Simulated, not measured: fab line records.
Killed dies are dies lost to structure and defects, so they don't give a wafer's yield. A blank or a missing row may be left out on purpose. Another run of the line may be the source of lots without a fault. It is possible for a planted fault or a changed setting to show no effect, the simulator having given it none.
Comparing a struck lot with a sound one | flow sky130 | 16 out of 708 route steps
Sound: these wafers, L659.1, L659.4, L659.5. The struck wafers were L648.2, L648.3, L648.6. The cause is named last.
Order at every step that has rows: each side's tool, ch and its chambers, its first start. Under that, the readings that differ: sound wafers | struck wafers | difference of the means | sigmas: that difference in standard deviations of wafers without a fault.
alike: readings with means less than 2 such deviations apart, plus words and numbers identical on both sides. not compared: withheld readings, readings lacking a value on some wafer, bounds such as >300 that could conceal the same value, and numbers that have no deviation in the record and whose values overlap.
A row with sigmas, a row that says differs or no value, or rows on one side alone: a step with any of these is where the two part. Numbers that have no deviation but don't overlap get no sigmas and don't part them. A reading that every wafer of one side lacks parts them only if that side has two wafers or more.

first, 5 steps without rows for these wafers: SKY_POLY_GATE_COAT_08 (resist thk 450 nm); SKY_POLY_GATE_SOFTBAKE_09 (time 90 s); SKY_POLY_GATE_EXPOSE_10 (exposes mask P1M, target cd 150 nm); SKY_POLY_GATE_PEB_11; SKY_POLY_GATE_DEVELOP_12 (develop time 60 s).
SKY_POLY_GATE_CD_MEAS_13: target cd 150 nm.
  sound on cd-sem-02 at day 20 23:56; struck on cd-sem-01 at day 16 16:04
  alike: cd-nm
SKY_POLY_GATE_OVL_MEAS_14:
  sound on overlay-02 at day 21 00:03; struck on overlay-02 at day 16 16:10
  alike: POLY_GATE_OVL
SKY_POLY_GATE_ETCH_15: etches BARC in N2/H2, stops on SiO2, time 118.5 s, target depth 110 nm.
  sound on rie-diel-04 ch 0,3, day 21 00:05; struck on rie-diel-01 ch 1,2, day 16 16:11
  alike: chamber-pressure-mTorr, drypump-motor-current-A, n2-flow-sccm, oes-product-au, throttle-valve-pct
  not compared: rf-hours-counter-h
SKY_POLY_GATE_ETCH_16: etches Si3N4 in CH3F/O2, stops on poly-Si, time 147.5 s, target depth 75 nm.
  sound on rie-diel-04 ch 0,3, day 21 00:10; struck on rie-diel-01 ch 1,2, day 16 16:17
  alike: chamber-pressure-mTorr, drypump-motor-current-A, oes-product-au, throttle-valve-pct
  not compared: rf-hours-counter-h
SKY_POLY_GATE_ETCH_17: etches poly-Si in HBr/Cl2, stops on SiO2, target depth 180 nm, time 70.5 s.
  sound on rie-si-01 ch 0,1,2, day 21 00:16; struck on rie-si-02 ch 0,1,2, day 16 16:23
  alike: chamber-pressure-mTorr, drypump-motor-current-A, mfc-cl2-sccm, oes-product-au, throttle-valve-pct
  not compared: rf-hours-counter-h
SKY_POLY_GATE_STRIP_18: strips in O2/N2.
  sound on plasma-asher-01 ch 0,1, day 21 00:19; struck on plasma-asher-02 ch 0, day 16 16:26
  reading                     | sound       | struck      | difference | sigmas
  drypump-motor-current-A (A) | 5.9 6.1 5.9 | 5.3 5.3 5.3 | -0.7       | -2
  alike: chamber-pressure-mTorr, n2-flow-sccm, oes-product-au, strip-time-to-endpoint-s
  not compared: rf-hours-counter-h
then, 1 step without rows for these wafers: SKY_POLY_GATE_CLEAN_19 (cleans in SC1/SC2, time 150 s).
SKY_POLY_GATE_OXIDATION_20: stabilise 600 s, purge 300 s, target thk 4 nm.
  sound on furnace-02 ch 0, day 21 00:51; struck on furnace-02 ch 0, day 16 20:46
SKY_POLY_GATE_THK_MEAS_21:
  sound on film-metro-01 at day 21 02:06; struck on film-metro-03 at day 16 22:21
  reading                      | sound          | struck         | difference | sigmas
  POLY_GATE_OXIDATION_THK (nm) | 4.06 4.09 4.05 | 6.31 6.31 6.26 | +2.23      | +28
SKY_POLY_GATE_CD_MEAS_22:
  sound on cd-sem-02 at day 21 02:10; struck on cd-sem-01 at day 17 00:11
  alike: cd-nm
-- here the record skips 29 days between the struck wafers' starts before and after, leaving off in module POLY_GATE and picking up in module PAD_OPEN (first step shown: number 708 of the route) --
SKY_PAD_OPEN_PROBE_99:
  sound on prober-02 at day 48 19:13; struck on prober-01 at day 46 03:48
  reading                                 | sound             | struck            | difference | sigmas
  model.etest.tip-sonos.rs-ohm-sq         | 2693 2730 2719    | 2940 2930 2934    | +221       |
  model.etest.tip-p.rs-ohm-sq             | 6828 6906 6814    | 7215 7227 7177    | +357       |
  model.etest.pfet_01v8.r-on-ohm-um       | 2937 2955 2938    | 3051 3032 3022    | +92        |
  model.etest.res-pdiff.line-ohm-um       | 1367 1379 1382    | 1443 1429 1433    | +59        |
  model.etest.tip-n.rs-ohm-sq             | 440.9 445.1 439.4 | 483.2 487.5 482.1 | +42.5      |
  model.etest.res-ndiff.line-ohm-um       | 760.9 765.2 757.7 | 801.9 789.4 801.6 | +36.4      |
  model.etest.sonos-uncharged.r-on-ohm-um | 811.8 820.6 824.3 | 850.1 840.2 842.2 | +25.3      |
  alike: killed_at_M0_to_M3, killed_at_M4_up, killed-at-contacts, killed-at-front-end, killed-at-other, killed-dies, killed-on-rim, killed-open, killed-short
  not compared: model.etest.nfet_01v8.r-on-ohm-um

== WHERE THEY PART ==
At SKY_POLY_GATE_STRIP_18 first; at SKY_POLY_GATE_THK_MEAS_21 last (within this record only). Later steps at which nothing parts them and some readings are alike: SKY_POLY_GATE_CD_MEAS_22, SKY_PAD_OPEN_PROBE_99.

WHY: what the simulator had put in
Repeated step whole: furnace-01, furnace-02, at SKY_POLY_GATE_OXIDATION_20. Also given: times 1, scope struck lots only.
